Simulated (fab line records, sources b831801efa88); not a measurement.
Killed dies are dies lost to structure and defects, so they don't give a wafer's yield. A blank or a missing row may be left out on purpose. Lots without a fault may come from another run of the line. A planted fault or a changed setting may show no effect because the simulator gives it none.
Which tool did it? | flow sky130 | 24 lots, 72 wafers sampled, at 6 steps of a route of 708

WHAT THE GAUGES READ, wafer by wafer
SKY_VIA2_BOW_MEAS_03.
lot  | measured     | on            | VIA2_BOW (um)
L074 | day 35 06:59 | film_metro-04 | 83 95 86
L075 | day 35 17:24 | film_metro-04 | 84 78 89
L076 | day 36 00:22 | film_metro-02 | 78 78 81
L077 | day 36 02:23 | film_metro-01 | 75 80 86
L078 | day 36 12:18 | film_metro-02 | 81 92 88
L079 | day 36 21:01 | film_metro-04 | 85 78 76
L080 | day 37 07:09 | film_metro-04 | 89 91 98
L081 | day 37 11:51 | film_metro-02 | 90 89 83
L082 | day 38 02:25 | film_metro-04 | 81 87 88
L083 | day 38 10:25 | film_metro-04 | 76 85 91
L084 | day 38 19:28 | film_metro-04 | 94 84 88
L085 | day 39 07:50 | film_metro-04 | 86 77 82
L086 | day 39 12:15 | film_metro-02 | 93 90 89
L087 | day 39 13:32 | film_metro-02 | 67 77 87
L088 | day 39 15:20 | film_metro-02 | 83 87 73
L089 | day 40 00:39 | film_metro-02 | 97 82 91
L090 | day 40 09:56 | film_metro-01 | 72 86 81
L091 | day 41 00:04 | film_metro-02 | 82 77 92
L092 | day 41 00:57 | film_metro-01 | 91 82 68
L093 | day 41 02:41 | film_metro-01 | 92 82 88
L094 | day 41 05:07 | film_metro-04 | 87 77 82
L095 | day 41 17:10 | film_metro-01 | 82 93 82
L096 | day 41 20:28 | film_metro-04 | 97 87 94
L097 | day 42 11:44 | film_metro-02 | 79 73 77

SKY_VIA4_THK_MEAS_20: measures by xrf.
lot  | measured     | on            | VIA4_W_THK (nm)
L074 | day 42 22:02 | film_metro-02 | 533 538 540
L075 | day 43 06:52 | film_metro-04 | 519 524 522
L076 | day 43 15:46 | film_metro-04 | 529 524 529
L077 | day 43 17:34 | film_metro-02 | 534 533 540
L078 | day 44 00:58 | film_metro-01 | 516 516 520
L079 | day 44 07:01 | film_metro-04 | 526 529 526
L080 | day 44 16:34 | film_metro-04 | 526 533 530
L081 | day 44 21:26 | film_metro-04 | 522 522 525
L082 | day 45 10:50 | film_metro-04 | 537 527 531
L083 | day 45 16:59 | film_metro-04 | 518 526 517
L084 | day 45 23:04 | film_metro-04 | 536 537 529
L085 | day 46 10:46 | film_metro-04 | 529 536 529
L086 | day 46 14:59 | film_metro-02 | 527 522 530
L087 | day 46 16:17 | film_metro-04 | 522 529 528
L088 | day 46 17:11 | film_metro-04 | 529 529 528
L089 | day 47 00:11 | film_metro-04 | 523 535 530
L090 | day 47 06:25 | film_metro-01 | 531 522 516
L091 | day 47 19:50 | film_metro-01 | 523 516 524
L092 | day 47 20:31 | film_metro-01 | 514 518 525
L093 | day 47 20:48 | film_metro-02 | 546 541 552
L094 | day 47 22:16 | film_metro-01 | 525 530 525
L095 | day 48 10:59 | film_metro-04 | 544 527 545
L096 | day 48 12:18 | film_metro-01 | 518 518 515
L097 | day 48 22:31 | film_metro-02 | 545 538 535

WHICH TOOL RAN EACH LOT (tool, then ch and the chambers of the sampled wafers, then the start)
lot  | SKY_METAL3_SPUTTER_03        | SKY_METAL4_SPUTTER_04        | SKY_CAP2M_SPUTTER_02         | SKY_VIA4_CVD_18
L074 | pvd_sputter-02, day 36 09:44 | pvd_sputter-04, day 39 17:40 | pvd_sputter-02, day 39 17:47 | cvd_w-01 ch 0,1, day 42 21:46
L075 | pvd_sputter-03, day 36 21:05 | pvd_sputter-01, day 40 05:34 | pvd_sputter-02, day 40 05:41 | cvd_w-01 ch 0,1, day 43 06:36
L076 | pvd_sputter-04, day 37 03:44 | pvd_sputter-01, day 40 12:45 | pvd_sputter-02, day 40 12:53 | cvd_w-01 ch 0,1, day 43 15:30
L077 | pvd_sputter-02, day 37 06:21 | pvd_sputter-03, day 40 14:34 | pvd_sputter-02, day 40 14:42 | cvd_w-01 ch 0,1, day 43 17:18
L078 | pvd_sputter-02, day 37 15:58 | pvd_sputter-03, day 41 00:28 | pvd_sputter-04, day 41 00:35 | cvd_w-01 ch 0,1, day 44 00:42
L079 | pvd_sputter-02, day 38 00:18 | pvd_sputter-04, day 41 07:29 | pvd_sputter-02, day 41 07:37 | cvd_w-01 ch 0,1, day 44 06:45
L080 | pvd_sputter-04, day 38 09:59 | pvd_sputter-04, day 41 15:50 | pvd_sputter-03, day 41 15:58 | cvd_w-01 ch 0,1, day 44 16:18
L081 | pvd_sputter-02, day 38 14:28 | pvd_sputter-03, day 41 20:54 | pvd_sputter-02, day 41 21:02 | cvd_w-01 ch 0,1, day 44 21:10
L082 | pvd_sputter-04, day 39 05:27 | pvd_sputter-01, day 42 12:09 | pvd_sputter-02, day 42 12:17 | cvd_w-02 ch 0,1, day 45 10:34
L083 | pvd_sputter-02, day 39 14:03 | pvd_sputter-04, day 42 19:28 | pvd_sputter-02, day 42 19:36 | cvd_w-01 ch 0,1, day 45 16:43
L084 | pvd_sputter-02, day 39 22:11 | pvd_sputter-03, day 43 01:37 | pvd_sputter-04, day 43 01:46 | cvd_w-01 ch 0,1, day 45 22:47
L085 | pvd_sputter-03, day 40 10:18 | pvd_sputter-03, day 43 13:27 | pvd_sputter-02, day 43 13:35 | cvd_w-01 ch 0,1, day 46 10:30
L086 | pvd_sputter-03, day 40 15:27 | pvd_sputter-04, day 43 19:30 | pvd_sputter-02, day 43 19:41 | cvd_w-01 ch 0,1, day 46 14:42
L087 | pvd_sputter-04, day 40 16:57 | pvd_sputter-01, day 43 19:37 | pvd_sputter-03, day 43 19:44 | cvd_w-01 ch 0,1, day 46 16:00
L088 | pvd_sputter-03, day 40 18:13 | pvd_sputter-04, day 43 21:10 | pvd_sputter-02, day 43 21:17 | cvd_w-02 ch 0,1, day 46 16:54
L089 | pvd_sputter-02, day 41 02:14 | pvd_sputter-04, day 44 04:17 | pvd_sputter-02, day 44 04:25 | cvd_w-02 ch 0,1, day 46 23:54
L090 | pvd_sputter-02, day 41 11:27 | pvd_sputter-04, day 44 12:36 | pvd_sputter-03, day 44 12:44 | cvd_w-02 ch 0,1, day 47 06:07
L091 | pvd_sputter-02, day 42 01:48 | pvd_sputter-01, day 45 03:21 | pvd_sputter-02, day 45 03:29 | cvd_w-02 ch 0,1, day 47 19:34
L092 | pvd_sputter-03, day 42 02:47 | pvd_sputter-04, day 45 03:28 | pvd_sputter-04, day 45 03:36 | cvd_w-02 ch 1, day 47 20:15
L093 | pvd_sputter-04, day 42 04:38 | pvd_sputter-01, day 45 03:51 | pvd_sputter-02, day 45 03:59 | cvd_w-02 ch 0,1, day 47 20:34
L094 | pvd_sputter-04, day 42 06:07 | pvd_sputter-03, day 45 05:52 | pvd_sputter-02, day 45 05:59 | cvd_w-02 ch 0,1, day 47 22:00
L095 | pvd_sputter-03, day 42 19:09 | pvd_sputter-03, day 45 18:56 | pvd_sputter-02, day 45 19:04 | cvd_w-02 ch 0,1, day 48 10:43
L096 | pvd_sputter-02, day 42 21:45 | pvd_sputter-01, day 45 20:43 | pvd_sputter-02, day 45 20:51 | cvd_w-01 ch 0,1, day 48 12:01
L097 | pvd_sputter-03, day 43 12:06 | pvd_sputter-04, day 46 08:34 | pvd_sputter-02, day 46 08:42 | cvd_w-02 ch 0,1, day 48 22:15
- SKY_METAL3_SPUTTER_03: material Ti, target thk 5 nm, time 3.3 s.
- SKY_METAL4_SPUTTER_04: material TiN, target thk 70 nm, time 58.3 s.
- SKY_CAP2M_SPUTTER_02: material TiN, target thk 200 nm, time 166.7 s.
- SKY_VIA4_CVD_18: deposits W, target thk 505 nm, time 152.14 s.

WHAT THE TOOLS THEMSELVES READ (means of the sampled wafers that have a number; where no wafer has one, the mark that the record gives instead)
SKY_METAL3_SPUTTER_03.
lot  | tool           | throttle_valve_pct (%)
L074 | pvd_sputter-02 | 30.5
L075 | pvd_sputter-03 | 30.2
L076 | pvd_sputter-04 | 30.4
L077 | pvd_sputter-02 | 30.1
L078 | pvd_sputter-02 | 30.4
L079 | pvd_sputter-02 | 31.4
L080 | pvd_sputter-04 | 30.5
L081 | pvd_sputter-02 | 30.9
L082 | pvd_sputter-04 | 29.9
L083 | pvd_sputter-02 | 29.4
L084 | pvd_sputter-02 | 29.9
L085 | pvd_sputter-03 | 30.0
L086 | pvd_sputter-03 | 30.2
L087 | pvd_sputter-04 | 30.3
L088 | pvd_sputter-03 | 30.5
L089 | pvd_sputter-02 | 30.9
L090 | pvd_sputter-02 | 29.8
L091 | pvd_sputter-02 | 31.1
L092 | pvd_sputter-03 | 30.2
L093 | pvd_sputter-04 | 30.4
L094 | pvd_sputter-04 | 30.8
L095 | pvd_sputter-03 | 30.6
L096 | pvd_sputter-02 | 31.3
L097 | pvd_sputter-03 | 30.5

SKY_METAL4_SPUTTER_04.
lot  | tool           | throttle_valve_pct (%)
L074 | pvd_sputter-04 | 30.4
L075 | pvd_sputter-01 | 29.3
L076 | pvd_sputter-01 | 28.5
L077 | pvd_sputter-03 | 30.4
L078 | pvd_sputter-03 | 30.1
L079 | pvd_sputter-04 | 30.5
L080 | pvd_sputter-04 | 29.9
L081 | pvd_sputter-03 | 30.1
L082 | pvd_sputter-01 | 28.5
L083 | pvd_sputter-04 | 30.4
L084 | pvd_sputter-03 | 30.3
L085 | pvd_sputter-03 | 30.4
L086 | pvd_sputter-04 | 30.4
L087 | pvd_sputter-01 | 28.6
L088 | pvd_sputter-04 | 29.8
L089 | pvd_sputter-04 | 29.7
L090 | pvd_sputter-04 | 30.7
L091 | pvd_sputter-01 | 30.2
L092 | pvd_sputter-04 | 30.1
L093 | pvd_sputter-01 | 29.9
L094 | pvd_sputter-03 | 30.4
L095 | pvd_sputter-03 | 30.1
L096 | pvd_sputter-01 | 28.6
L097 | pvd_sputter-04 | 30.4

SKY_CAP2M_SPUTTER_02.
lot  | tool           | throttle_valve_pct (%)
L074 | pvd_sputter-02 | 30.7
L075 | pvd_sputter-02 | 30.2
L076 | pvd_sputter-02 | 30.3
L077 | pvd_sputter-02 | 30.4
L078 | pvd_sputter-04 | 30.9
L079 | pvd_sputter-02 | 31.1
L080 | pvd_sputter-03 | 29.9
L081 | pvd_sputter-02 | 30.6
L082 | pvd_sputter-02 | 30.1
L083 | pvd_sputter-02 | 30.9
L084 | pvd_sputter-04 | 30.3
L085 | pvd_sputter-02 | 30.3
L086 | pvd_sputter-02 | 31.1
L087 | pvd_sputter-03 | 30.1
L088 | pvd_sputter-02 | 30.1
L089 | pvd_sputter-02 | 30.7
L090 | pvd_sputter-03 | 30.7
L091 | pvd_sputter-02 | 31.4
L092 | pvd_sputter-04 | 30.4
L093 | pvd_sputter-02 | 29.8
L094 | pvd_sputter-02 | 30.2
L095 | pvd_sputter-02 | 29.6
L096 | pvd_sputter-02 | 30.7
L097 | pvd_sputter-02 | 30.1

SKY_VIA4_CVD_18.
lot  | tool     | heater_power_w (W)
L074 | cvd_w-01 | 891
L075 | cvd_w-01 | 887
L076 | cvd_w-01 | 891
L077 | cvd_w-01 | 898
L078 | cvd_w-01 | 869
L079 | cvd_w-01 | 905
L080 | cvd_w-01 | 902
L081 | cvd_w-01 | 898
L082 | cvd_w-02 | 875
L083 | cvd_w-01 | 884
L084 | cvd_w-01 | 895
L085 | cvd_w-01 | 902
L086 | cvd_w-01 | 886
L087 | cvd_w-01 | 897
L088 | cvd_w-02 | 835
L089 | cvd_w-02 | 823
L090 | cvd_w-02 | 848
L091 | cvd_w-02 | 844
L092 | cvd_w-02 | 917
L093 | cvd_w-02 | 851
L094 | cvd_w-02 | 850
L095 | cvd_w-02 | 845
L096 | cvd_w-01 | 901
L097 | cvd_w-02 | 834

THE ANSWER, worked out from the rows above alone
Rule: what is usual is taken from the lots themselves. Put in order of their means at a reading, lots are off if they are a third of the lots or fewer, leave a main group of 4 or more, and stand apart from it by a gap of 3 or more times the standard deviation of the main group's means; of several such gaps the widest counts. A main group whose means are all the same, to the digits that the tables above print for the reading, isn't used. A lot without any number at a reading at which 4 lots or more have one is off too. The other lots that the step has rows for count as sound. The gauges are gone through in route order, then the tools' own readings, and for those a lot's mean is taken as printed above. The first step at which some lot is off is used, and at that step the reading that is off furthest; a lot without a number counts as furthest.
No lot is off at any reading shown: from this, nothing can be told.

WHAT THE SIMULATOR HAD PUT IN
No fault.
